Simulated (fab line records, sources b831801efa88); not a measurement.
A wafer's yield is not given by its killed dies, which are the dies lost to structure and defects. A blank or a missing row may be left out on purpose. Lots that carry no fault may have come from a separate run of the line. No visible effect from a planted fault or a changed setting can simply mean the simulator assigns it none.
Problem report in the 8D (eight disciplines) form, filled by code | flow sky130 | the parts of the form that need people (team, actions taken, sign-off) are left out

== 1. WHAT IS WRONG ==
CAP2M_TIN_RS at SKY_CAP2M_RS_MEAS_03 reads a mean of 6.38 ohm/sq on 1 wafer of 1 lot; wafers without a fault read 6.93 ohm/sq with a standard deviation of 0.067. That puts it -8.2 standard deviations away from the usual mean.
The step: measures by four-point-probe.
First seen on wafer L422.6, day 44 19:38, on filmMetro-02. Wafers with a number at this step in the record: 27, from 9 lots. By rule, "out" or "out of limits" means more than 4 standard deviations away from the usual mean. Any other wafer with a number is counted as sound.

== 2. WHAT IT IS AND WHAT IT IS NOT ==
question                    | is                | is not
which readings at this step | CAP2M_TIN_RS      | -
which lots                  | L422              | L409, L410, L411, L420, L421, L425, L428, L429
which wafers of those lots  | L422.6            | L422.4, L422.5
read on which gauges        | filmMetro-02      | filmMetro-03, filmMetro-04
when                        | from day 44 19:38 | up to then (17 sound wafers); but 9 sound wafers of L425, L428, L429 came after

== 3. SUSPECTS, AND WHAT RULES EACH OUT ==
Counting: if a tool at a process step up to the reading ran every lot that is out, it stays a suspect. Sound lots after the first of them don't rule it out here, since some wafers of a struck lot are sound.
- ruled out: the gauge at SKY_CAP2M_RS_MEAS_03. All the wafers that are out were read on filmMetro-02, but those of them that SKY_CAP2M_SPUTTER_02 has rows for are out there too, on other tools.
- rieMetal-04 at SKY_METAL3_METAL_ETCH_18 (etches the open film in Cl2/BCl3, stops on SiO2, target depth 845 nm, time 183.1 s): kept. It processed L422, the lot that is out, at day 43 18:01, and its most recent sound lot before then was L420 at day 43 03:08.
- pvdSputter-01 at SKY_CAP2M_SPUTTER_02 (material TiN, target thk 200 nm, time 166.7 s): kept. It processed L422, the lot that is out, at day 44 19:28, and its most recent sound lot before then was L411 at day 41 13:01. Its own readings are out on those wafers: cathodeDcPowerW.
The count leaves pvdSputter-01 at SKY_CAP2M_SPUTTER_02 and rieMetal-04 at SKY_METAL3_METAL_ETCH_18.

== 4. THE CAUSE (what the simulator had put in) ==
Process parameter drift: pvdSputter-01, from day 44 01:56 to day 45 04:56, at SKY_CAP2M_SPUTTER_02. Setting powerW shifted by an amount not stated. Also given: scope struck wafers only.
Counting leaves 2 suspects; this tool is one of them.

== 5. THE EFFECT CHAIN, in route order ==
Each row: a reading where the mean over the struck wafers with a number is more than 3 standard deviations away from the usual. Only readings whose record carries a usual standard deviation are examined. hours: median over the lots of the time between each lot's start at the first step of this table that gives one and its start at this step. sigmas: the change, counted in usual standard deviations.
hours | step                    | reading         | usual       | on struck wafers | change | sigmas
0     | SKY_CAP2M_SPUTTER_02    | cathodeDcPowerW | 6500.0 W    | 7086.6           | +586.6 | +99 or more
0     | SKY_CAP2M_RS_MEAS_03    | CAP2M_TIN_RS    | 6.93 ohm/sq | 6.38             | -0.55  | -8.2
0     | SKY_CAP2M_THK_MEAS_04   | CAP2M_TIN_THK   | 199.0 nm    | 215.8            | +16.8  | +7.3
22    | SKY_CAP2M_METAL_ETCH_13 | oesProductAu    | 0.939 a.u.  | 0.987            | +0.048 | +6.7
It contains these process steps:
- SKY_CAP2M_SPUTTER_02: material TiN, target thk 200 nm, time 166.7 s.
- SKY_CAP2M_METAL_ETCH_13: etches TiN in Cl2/BCl3, stops on SiO2, target depth 220 nm, time 62.9 s.

== 6. WHAT WOULD HAVE CAUGHT IT SOONER ==
Counted from the fault's start at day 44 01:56, it took 18 hours until the first out-of-limits reading at a measuring or inspecting step in this record, taken at day 44 19:38.
The tool's own readings at SKY_CAP2M_SPUTTER_02 were out on every struck wafer that the step has a row for (cathodeDcPowerW): an alarm limit on them would have fired on the first of those.
The start of SKY_CAP2M_SPUTTER_02 on pvdSputter-01 came by day 44 19:38 for every one of the lots that are out (1). Tool hold at that time: it would have spared none of them.
